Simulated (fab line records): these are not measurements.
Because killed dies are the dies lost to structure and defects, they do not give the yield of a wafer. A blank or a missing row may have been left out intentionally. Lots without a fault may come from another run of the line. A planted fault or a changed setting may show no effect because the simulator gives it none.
Struck lot and sound lot, side by side | flow gf180mcu | 20 out of 602 route steps
Sound: the wafers L502.1, L502.4, L502.6. The struck wafers were L486.1, L486.3, L486.6. Last of all comes the cause.
For every step that has rows: the tool of each side, followed by ch and its chambers, followed by its first start. Under that, the readings that differ: sound wafers | struck wafers | difference of the means | sigmas: that difference in standard deviations of wafers without a fault.
alike: words and numbers the same on both sides, and readings whose means are apart by under 2 such deviations; not compared: readings that were withheld, readings missing a value for some wafer, numbers with overlapping values and no deviation given by the record, and bounds like >300 which may hide the same value.
A row with sigmas, a row that says differs or no value, or rows on one side alone: a step with any of these is where the two part. When numbers do not overlap yet have no deviation, they are printed without sigmas and do not part them. A reading that every wafer of one side lacks parts them only if that side has two wafers or more.

first, 6 steps without rows for these wafers: GF_M3_HMDS_08 (prime time 60 s); GF_M3_COAT_09 (resist thk 1000 nm); GF_M3_SOFTBAKE_10 (time 60 s); GF_M3_EXPOSE_11 (exposes mask Metal3, target cd 280 nm); GF_M3_PEB_12 (peb time 90 s); GF_M3_DEVELOP_13 (develop time 60 s).
GF_M3_CD_MEAS_14 targets a cd of 280 nm.
  sound on cdSem-01 at day 27 21:09; struck on cdSem-02 at day 22 10:49
  alike: cdNm
GF_M3_OVL_MEAS_15:
  sound on overlay-01 at day 27 21:16; struck on overlay-01 at day 22 10:56
  alike: M3_OVL
GF_M3_METAL_ETCH_16: etches the open film in Cl2/BCl3, stops on SiO2, target depth 627.5 nm, time 104.6 s.
  sound on rieMetal-02 ch 0,1, day 27 21:18; struck on rieMetal-03 ch 0, day 22 10:58
  alike: biasW, drypumpMotorCurrentA, oesProductAu, throttleValvePct
  not compared: rfHoursCounterH
GF_M3_STRIP_17: strips in O2/N2.
  sound on plasmaAsher-04 ch 1, day 27 21:25; struck on plasmaAsher-02 ch 0,1, day 22 11:05
reading         | sound                | struck               | difference | sigmas
platenTempC (C) | 249.60 249.69 249.75 | 249.89 250.23 250.20 | +0.43      | +2
  alike: drypumpMotorCurrentA, heaterPowerW, oesProductAu, stripTimeToEndpointS
  not compared: rfHoursCounterH
then, 2 steps without rows for these wafers: GF_M3_STRIP_18 (strips in post etch residue remover, time 1200 s); GF_M3_CLEAN_19 (cleans in DIW).
GF_V3_CVD_00: deposits SiO2, target thk 600 nm, time 100 s.
  sound on hdpcvd-01 ch 1,2, day 27 21:58; struck on hdpcvd-02 ch 1,2, day 22 11:51
GF_V3_THK_MEAS_01:
  sound on filmMetro-03 at day 27 22:02; struck on filmMetro-04 at day 22 11:55
reading            | sound       | struck         | difference | sigmas
V3_CVD_00_THK (nm) | 606 595 604 | 1195 1198 1200 | +596       | +86
GF_V3_CVD_02: deposits SiO2 from TEOS, target thk 850 nm, time 94.851 s.
  sound on pecvd-04 ch 0,2, day 27 22:05; struck on pecvd-01 ch 1,2, day 22 11:59
  alike: heaterPowerW
  not compared: sinceWetCleanH
GF_V3_THK_MEAS_03:
  sound on filmMetro-04 at day 27 22:10; struck on filmMetro-03 at day 22 12:03
  alike: V3_CVD_02_THK
GF_V3_CMP_04: polishes SiO2.
  sound on cmp-02 ch 0,3, day 27 22:22; struck on cmp-02 ch 0,2,3, day 22 12:07
  alike: motorCurrentA, timeToEndpointS
GF_V3_BOW_MEAS_05:
  sound on filmMetro-02 at day 27 22:40; struck on filmMetro-02 at day 22 12:34
reading     | sound       | struck      | difference | sigmas
V3_BOW (um) | 123 126 124 | 137 151 147 | +21        | +2
then, 1 step without rows for these wafers: GF_V3_DEHYDRATE_06 (time 60 s).
-- the record jumps here: 7 days lie between the struck wafers' starts before and after (it left off in module V3 and takes up again in module PASSIVATION, whose first step shown is number 602 of the route) --
GF_PASSIVATION_PROBE_99:
  record: rows for the struck wafers here (prober-01, day 29 21:52), none for the sound ones

WHERE THEY PART
Last at GF_PASSIVATION_PROBE_99 as far as this record goes, first at GF_M3_STRIP_17.

WHY: whatever the simulator had introduced
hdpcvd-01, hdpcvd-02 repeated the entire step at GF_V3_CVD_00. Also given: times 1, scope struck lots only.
